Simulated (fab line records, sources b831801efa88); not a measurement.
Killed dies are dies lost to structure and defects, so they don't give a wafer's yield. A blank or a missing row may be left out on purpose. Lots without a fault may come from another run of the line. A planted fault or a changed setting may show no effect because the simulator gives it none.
Chamber matching | flow sky130 | SKY_VIA4_CMP_02 on cmp-01: 4 sister chambers
The step polishes SiO2. 14 wafers are shown with their chamber, then 7 later ones without.

WAFERS WITH THEIR CHAMBER
wafer  | chamber | motor_current_A (A)
L201.3 | 0       | 10.8
L201.4 | 1       | 11.3
L201.5 | 2       | 12.8
L206.2 | 2       | 12.4
L206.3 | 1       | 11.2
L206.4 | 0       | 11.6
L212.2 | 3       | 12.1
L212.4 | 1       | 11.7
L212.6 | 0       | 10.1
L216.1 | 0       | 10.2
L216.5 | 2       | 12.6
L216.6 | 3       | 11.0
L217.1 | 1       | 11.5
L217.3 | 2       | 12.4

SIGNATURES (means of the wafers above)
reading         | chamber 0 | chamber 1 | chamber 2 | chamber 3 | scatter within a chamber
motor_current_A | 10.675    | 11.425    | 12.550    | 11.550    | 0.479
Rule: a wafer's distance from a chamber is the root of the sum, over the readings, of the square of ((its reading less the chamber's mean) divided by the reading's scatter). The wafer belongs to the nearest chamber; if the next one is less than 2 further off, it can't be placed. The scatter: the root of (the sum of the squares of (reading less its chamber's mean) over the shown wafers, divided by (wafers less chambers)).

WAFERS WITHOUT THEIR CHAMBER
wafer  | motor_current_A (A)
L217.4 | 10.4
L218.1 | 11.2
L218.4 | 11.4
L218.5 | 13.2
L219.1 | 11.2
L219.3 | 12.3
L219.4 | 10.7

WHICH CHAMBER EACH WENT THROUGH
wafer  | from the rows above          | in truth
L217.4 | can't be placed: 0 or 1 or 3 | 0
L218.1 | can't be placed: 1 or 3 or 0 | 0
L218.4 | can't be placed: 1 or 3 or 0 | 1
L218.5 | 2                            | 2
L219.1 | can't be placed: 1 or 3 or 0 | 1
L219.3 | can't be placed: 2 or 3 or 1 | 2
L219.4 | can't be placed: 0 or 1 or 3 | 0
Placed correctly: 1 of 7. Can't be placed from these rows: 6 (the true chamber is among the candidates in 6). Placed wrongly: 0.
